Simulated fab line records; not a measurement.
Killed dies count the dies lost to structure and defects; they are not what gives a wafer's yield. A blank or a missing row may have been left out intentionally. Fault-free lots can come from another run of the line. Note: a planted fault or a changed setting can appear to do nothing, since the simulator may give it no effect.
What tool caused it?	flow gf180mcu	Sampling: 12 lots, 36 wafers, 4 of 602 route steps

== WHAT THE GAUGES READ, wafer by wafer ==
GF_V1_THK_MEAS_01. Usual: V1_CVD_00_THK gives 601 nm (standard deviation 8.3).
lot	measured	on	V1_CVD_00_THK (nm)	flag
L918	day 17 06:05	filmMetro-02	605 603 595	
L919	day 17 16:38	filmMetro-02	603 598 597	
L920	day 17 21:34	filmMetro-03	602 608 603	
L921	day 18 08:45	filmMetro-02	728 725 725	OFF
L924	day 19 12:08	filmMetro-01	716 716 720	OFF
L933	day 22 23:49	filmMetro-03	594 588 596	
L936	day 23 18:53	filmMetro-02	606 598 607	
L937	day 24 01:10	filmMetro-01	599 596 611	
L938	day 24 04:53	filmMetro-02	602 586 603	
L939	day 24 14:53	filmMetro-03	603 600 589	
L940	day 24 21:52	filmMetro-02	599 596 599	
L941	day 25 07:26	filmMetro-01	601 585 607	

== WHAT TOOL EACH LOT RAN ON (gives the tool, then ch and the chambers of the sampled wafers, and finally the start) ==
lot	GF_CONTACT_CVD_24	GF_CONTACT_CMP_27	GF_V1_CVD_00
L918	cvdW-02 ch 0,1, day 16 05:12	cmp-02 ch 0,1,3, day 16 05:35	hdpcvd-01 ch 0,1,2, day 17 06:01
L919	cvdW-02 ch 0,1, day 16 15:36	cmp-02 ch 0,1,2, day 16 15:59	hdpcvd-01 ch 0,2, day 17 16:34
L920	cvdW-02 ch 0,1, day 16 20:16	cmp-02 ch 1,3, day 16 20:36	hdpcvd-02 ch 0,2, day 17 21:29
L921	cvdW-01 ch 0,1, day 17 07:24	cmp-01 ch 0,3, day 17 07:44	hdpcvd-01 ch 0,1,2, day 18 08:40
L924	cvdW-02 ch 0,1, day 18 09:59	cmp-02 ch 0,3, day 18 10:16	hdpcvd-01 ch 0,1, day 19 12:04
L933	cvdW-01 ch 0,1, day 21 22:34	cmp-02 ch 0,1,2, day 21 22:49	hdpcvd-01 ch 0,2, day 22 23:44
L936	cvdW-02 ch 0,1, day 22 18:27	cmp-01 ch 0,1, day 22 18:44	hdpcvd-02 ch 0,1, day 23 18:49
L937	cvdW-01 ch 1, day 23 00:32	cmp-01 ch 0,2,3, day 23 01:01	hdpcvd-02 ch 0,1, day 24 01:04
L938	cvdW-01 ch 0,1, day 23 04:50	cmp-02 ch 0,2,3, day 23 05:08	hdpcvd-01 ch 0,1, day 24 04:48
L939	cvdW-02 ch 0, day 23 14:50	cmp-02 ch 0,1,3, day 23 15:10	hdpcvd-01 ch 0,1, day 24 14:49
L940	cvdW-02 ch 0,1, day 23 22:23	cmp-02 ch 1,3, day 23 22:40	hdpcvd-01 ch 0,2, day 24 21:47
L941	cvdW-02 ch 0,1, day 24 08:26	cmp-02 ch 1,2,3, day 24 08:50	hdpcvd-01 ch 0,1,2, day 25 07:23
- GF_CONTACT_CVD_24: deposits W, target thk 300 nm, time 90.339 s.
- GF_CONTACT_CMP_27: polishes, stops on SiO2, t overpolish 15 s, target thk 0 nm.
- GF_V1_CVD_00: deposits SiO2, target thk 600 nm, time 100 s.

== AS READ BY THE TOOLS THEMSELVES (means over the sampled wafers that have a number; for cases with no such wafer, the mark the record gives instead) ==
GF_CONTACT_CVD_24. Usual: heaterPowerOuterW 484 W, standard deviation 94; heaterPowerW 803 W, standard deviation 150.
lot	tool	heaterPowerOuterW (W)	heaterPowerW (W)	flag
L918	cvdW-02	455	750	
L919	cvdW-02	422	706	
L920	cvdW-02	461	754	
L921	cvdW-01	561	948	
L924	cvdW-02	394	657	
L933	cvdW-01	601	997	
L936	cvdW-02	394	661	
L937	cvdW-01	535	911	
L938	cvdW-01	607	999	
L939	cvdW-02	364	630	
L940	cvdW-02	393	659	
L941	cvdW-02	415	692	

GF_CONTACT_CMP_27. Usual: motorCurrentA 11.0 A, standard deviation 0.87; overpolishRunS 14.999 s, standard deviation 0.0081; timeToEndpointS 70 s, standard deviation 4.8.
lot	tool	motorCurrentA (A)	overpolishRunS (s)	timeToEndpointS (s)	flag
L918	cmp-02	10.6	14.998	66	
L919	cmp-02	11.4	14.996	71	
L920	cmp-02	10.8	15.001	63	
L921	cmp-01	11.3	14.997	79	
L924	cmp-02	10.3	15.000	70	
L933	cmp-02	11.4	15.002	74	
L936	cmp-01	10.8	14.996	71	
L937	cmp-01	10.9	15.001	76	
L938	cmp-02	11.2	15.002	70	
L939	cmp-02	10.5	15.003	67	
L940	cmp-02	10.9	14.998	63	
L941	cmp-02	10.8	14.999	63	

GF_V1_CVD_00. Usual: pressureMtorr 6.000 mTorr, standard deviation 0.011; sih4FlowSccm 59.99 sccm, standard deviation 0.19.
lot	tool	pressureMtorr (mTorr)	sih4FlowSccm (sccm)	flag
L918	hdpcvd-01	6.001	59.88	
L919	hdpcvd-01	5.990	60.17	
L920	hdpcvd-02	6.001	59.81	
L921	hdpcvd-01	5.995	71.88	OFF
L924	hdpcvd-01	5.997	71.87	OFF
L933	hdpcvd-01	6.010	60.00	
L936	hdpcvd-02	6.003	59.85	
L937	hdpcvd-02	5.993	59.86	
L938	hdpcvd-01	6.003	59.94	
L939	hdpcvd-01	6.001	60.08	
L940	hdpcvd-01	5.996	59.98	
L941	hdpcvd-01	6.001	59.98	

== THE ANSWER, worked out from the rows above alone ==
Rule: lot off if the mean of its wafers having a number is beyond 3 standard deviations from the usual mean. A lot without any number at a reading at which 4 lots or more have one is off too. The other lots that the step has rows for count as sound. First the gauges in route order, then the tools' own readings, where a lot's mean is used as printed above. At the first step where some lot is off, the reading lying furthest off is the one used; lots without a number count as furthest.
Off: L921, L924, at GF_V1_THK_MEAS_01 (V1_CVD_00_THK).
A tool fits if, at a process step before that reading, it ran every lot that is off, and no sound lot after the first of them. The gauges at GF_V1_THK_MEAS_01 aren't tried: what is off there is off at GF_V1_CVD_00 too, on other tools, and a gauge's error can't cause that. Not one of the candidates tried fits.

== WHAT HAD BEEN PUT IN BY THE SIMULATOR ==
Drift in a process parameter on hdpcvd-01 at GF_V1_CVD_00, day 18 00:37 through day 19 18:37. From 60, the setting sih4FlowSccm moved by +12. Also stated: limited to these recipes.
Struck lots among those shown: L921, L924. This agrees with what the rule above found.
